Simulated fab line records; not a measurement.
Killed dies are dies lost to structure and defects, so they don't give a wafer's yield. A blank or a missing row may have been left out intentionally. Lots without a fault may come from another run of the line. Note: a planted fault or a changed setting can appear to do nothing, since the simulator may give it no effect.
Struck lot and sound lot, side by side -- flow gf180mcu -- 20 steps out of a route of 602
Sound: these wafers, L294.1, L294.5, L294.6. Wafers struck: L302.1, L302.2, L302.5. The cause comes at the end.
For every step that has rows: the tool of each side, followed by ch and its chambers, followed by its first start. Under that, the readings that differ: sound wafers -- struck wafers -- difference of the means -- sigmas: that difference in standard deviations of wafers without a fault.
alike: same words and numbers on both sides, and readings whose means sit less than 2 such deviations apart. not compared: any withheld reading, any reading some wafer has no value for, any bound like >300 that may hide the same value, and any number with overlapping values for which the record gives no deviation.
Wherever a step has rows on one side only, a row that says differs or no value, or a row with sigmas, the two part there. Non-overlapping numbers with no deviation appear without sigmas and do not part them. A reading that every wafer of one side lacks parts them only if that side has two wafers or more.

GF_NSD_CD_MEAS_07: the cd target is 400 nm.
  struck on cd-sem-01, day 18 20:59; sound on cd-sem-01, day 16 01:35
  alike: cd-nm
GF_NSD_OVL_MEAS_08:
  struck on overlay-01, day 18 21:07; sound on overlay-02, day 16 01:43
  alike: NSD_OVL
then, 2 steps without rows for these wafers: GF_NSD_IMPLANT_09; GF_NSD_IMPLANT_10.
GF_NSD_STRIP_11: strips in O2/N2.
  sound on plasma-asher-01 ch 0,1, day 16 02:03; struck on plasma-asher-01 ch 0,1, day 18 21:27
  alike: drypump-motor-current-A, heater-power-w, oes-product-au, strip-time-to-endpoint-s
  not compared: rf-hours-counter-h
GF_NSD_TW_MEAS_12:
  struck on film-metro-04, day 18 21:33; sound on film-metro-02, day 16 02:09
  alike: NSD_TW
then, 6 steps without rows for these wafers: GF_PSD_DEHYDRATE_00 (time 60 s); GF_PSD_HMDS_01 (prime time 60 s); GF_PSD_COAT_02 (resist thk 1000 nm); GF_PSD_SOFTBAKE_03 (time 60 s); GF_PSD_EXPOSE_04 (exposes mask Pplus, target cd 400 nm); GF_PSD_PEB_05.
GF_PSD_DEVELOP_06: develop time 60 s.
  sound on litho-track-04 ch 0, day 16 23:41; struck on litho-track-02 ch 0, day 19 21:21
GF_PSD_CD_MEAS_07: the cd target is 400 nm.
  struck on cd-sem-02, day 19 21:30; sound on cd-sem-02, day 16 23:50
reading,sound,struck,difference,sigmas
cd-nm (nm),398.6 398.3 397.1,- - -,no value on the struck wafers,
GF_PSD_OVL_MEAS_08:
  struck on overlay-01, day 19 21:37; sound on overlay-01, day 16 23:58
reading,sound,struck,difference,sigmas
PSD_OVL (nm),-3.2 -2.3 -2.3,- - -,no value on the struck wafers,
after that, 1 step had no rows for these wafers: GF_PSD_IMPLANT_09.
GF_PSD_STRIP_10: strips in O2/N2.
  sound on plasma-asher-03 ch 0,1, day 17 00:09; struck on plasma-asher-03 ch 0,1, day 19 21:49
  alike: drypump-motor-current-A, heater-power-w, oes-product-au, strip-time-to-endpoint-s
  not compared: rf-hours-counter-h
GF_PSD_TW_MEAS_11:
  struck on film-metro-02, day 19 21:55; sound on film-metro-04, day 17 00:15
reading,sound,struck,difference,sigmas
PSD_TW,3172 3174 3173,30 30 30,-3143,-99 or more
then, 1 step without rows for these wafers: GF_PSD_CLEAN_12 (cleans in SC1/SC2, time 150 s).
-- the record jumps here: 14 days lie between the struck wafers' starts before and after (it left off in module PSD and takes up again in module PASSIVATION, whose first step shown is number 602 of the route) --
GF_PASSIVATION_PROBE_99:
  rows exist in the record for the struck wafers here (prober-02, day 33 10:49), but not for the sound ones

== WHERE THEY PART ==
First at GF_PSD_CD_MEAS_07; last, within this record, at GF_PASSIVATION_PROBE_99.

WHY: what had been put in by the simulator
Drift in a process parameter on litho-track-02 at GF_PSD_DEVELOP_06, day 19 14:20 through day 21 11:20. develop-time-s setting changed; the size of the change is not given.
